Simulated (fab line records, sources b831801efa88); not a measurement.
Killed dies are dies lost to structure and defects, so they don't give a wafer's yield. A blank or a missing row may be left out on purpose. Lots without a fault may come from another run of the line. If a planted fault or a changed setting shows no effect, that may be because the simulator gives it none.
Comparing a struck lot with a sound one / flow sky130 / 17 steps out of a route of 708
Sound: these wafers, L347.1, L347.2, L347.5. Struck: wafer L339.5. (L339.4 of the same lot was not struck and is left out.) The cause comes at the end.
At each step with rows: each side's tool, then ch and its chambers, then its first start. Under that, the readings that differ: sound wafers / struck wafers / difference of the means / sigmas: that difference in standard deviations of wafers without a fault.
alike: readings whose means differ by less than 2 such deviations, and words and numbers that are the same on both sides. not compared: withheld readings, readings that some wafer has no value for, bounds like >300 that may hide the same value, and numbers for which the record gives no deviation and whose values overlap.
The two part at a step that has a row with sigmas, a row that says differs or no value, or rows on one side only. Numbers that don't overlap but have no deviation are shown without sigmas and don't part them. Lack of a reading on every wafer of one side parts them only where that side has two or more wafers.

first, 3 steps without rows for these wafers: SKY_LI_CONTACT_EXPOSE_09 (exposes mask LICM1, target cd 170 nm); SKY_LI_CONTACT_PEB_10; SKY_LI_CONTACT_DEVELOP_11 (develop time 60 s).
SKY_LI_CONTACT_CD_MEAS_12 targets a cd of 170 nm.
  sound on cd_sem-02, day 36 05:10; struck on cd_sem-01, day 33 18:01
  alike: cd_nm
SKY_LI_CONTACT_OVL_MEAS_13:
  sound on overlay-01, day 36 05:17; struck on overlay-01, day 33 18:06
reading=LI_CONTACT_OVL (nm); sound=-11 -9 -16; struck=2; difference=+14; sigmas=+3
then, 1 step without rows for these wafers: SKY_LI_CONTACT_ETCH_14 (etches BARC in N2/H2, stops on SiO2, time 45.9 s, target depth 60 nm).
SKY_LI_CONTACT_ETCH_15: etches PSG in C4F8/O2/Ar, stops on Si, target depth 600 nm.
  sound on rie_diel-01 ch 1,2,3, day 36 05:22; struck on rie_diel-04 ch 1, day 33 18:10
  alike: oes_product_au
SKY_LI_CONTACT_STRIP_16: strips in O2/N2.
  sound on plasma_asher-04 ch 0,1, day 36 05:27; struck on plasma_asher-03 ch 0, day 33 18:16
  alike: drypump_motor_current_A, o2_flow_sccm, oes_product_au, strip_time_to_endpoint_s
  not compared: rf_hours_counter_h
then, 2 steps without rows for these wafers: SKY_LI_CONTACT_CLEAN_17 (cleans in NMP, time 600 s); SKY_LI_CONTACT_PRE_CLEAN_18 (time 5.6 s).
SKY_LI_CONTACT_SPUTTER_19: material Ti, target thk 20 nm, time 106.37 s.
  sound on pvd_sputter-04, day 36 05:45; struck on pvd_sputter-02, day 33 18:32
  alike: throttle_valve_pct
SKY_LI_CONTACT_SPUTTER_20: material TiN, target thk 20 nm, time 80 s.
  sound on pvd_sputter-04, day 36 05:49; struck on pvd_sputter-02, day 33 18:37
  alike: throttle_valve_pct
SKY_LI_CONTACT_CVD_21: deposits W, target thk 400 nm, time 120.56 s.
  sound on cvd_w-02 ch 0,1, day 36 05:53; struck on cvd_w-01 ch 0, day 33 18:43
reading=model.W_of_LI_CONTACT_CVD_21.thk_nm (nm); sound=400.1 402.9 403.6; struck=237.4; difference=-164.8; sigmas=
  alike: heater_power_w
SKY_LI_CONTACT_RS_MEAS_22: measures by four-point-probe.
  sound on film_metro-04, day 36 06:01; struck on film_metro-04, day 33 18:52
reading=LI_CONTACT_W_RS (ohm/sq); sound=0.285 0.282 0.282; struck=0.481; difference=+0.198; sigmas=+37
SKY_LI_CONTACT_THK_MEAS_23: measures by xrf.
  sound on film_metro-04, day 36 06:08; struck on film_metro-04, day 33 18:57
reading=LI_CONTACT_W_THK (nm); sound=395 397 400; struck=233; difference=-164; sigmas=-21
SKY_LI_CONTACT_CMP_24: polishes, stops on PSG, t overpolish 20 s, target thk 0 nm.
  sound on cmp-01 ch 0,1,2, day 36 06:11; struck on cmp-02 ch 2, day 33 19:15
reading=motor_current_A (A); sound=11.0 10.3 11.1; struck=9.4; difference=-1.4; sigmas=-2
reading=time_to_endpoint_s (s); sound=93 92 99; struck=56; difference=-39; sigmas=-8
SKY_LOCAL_INTERCONNECT_SPUTTER_00: material TiN, target thk 100 nm, time 83.3 s.
  sound on pvd_sputter-01, day 36 06:29; struck on pvd_sputter-02, day 33 19:30
  alike: throttle_valve_pct

WHERE THEY PART
Earliest at SKY_LI_CONTACT_OVL_MEAS_13; latest, in this record, at SKY_LI_CONTACT_CMP_24. Later steps at which nothing parts them and some readings are alike: SKY_LOCAL_INTERCONNECT_SPUTTER_00.

WHY: the cause the simulator had injected
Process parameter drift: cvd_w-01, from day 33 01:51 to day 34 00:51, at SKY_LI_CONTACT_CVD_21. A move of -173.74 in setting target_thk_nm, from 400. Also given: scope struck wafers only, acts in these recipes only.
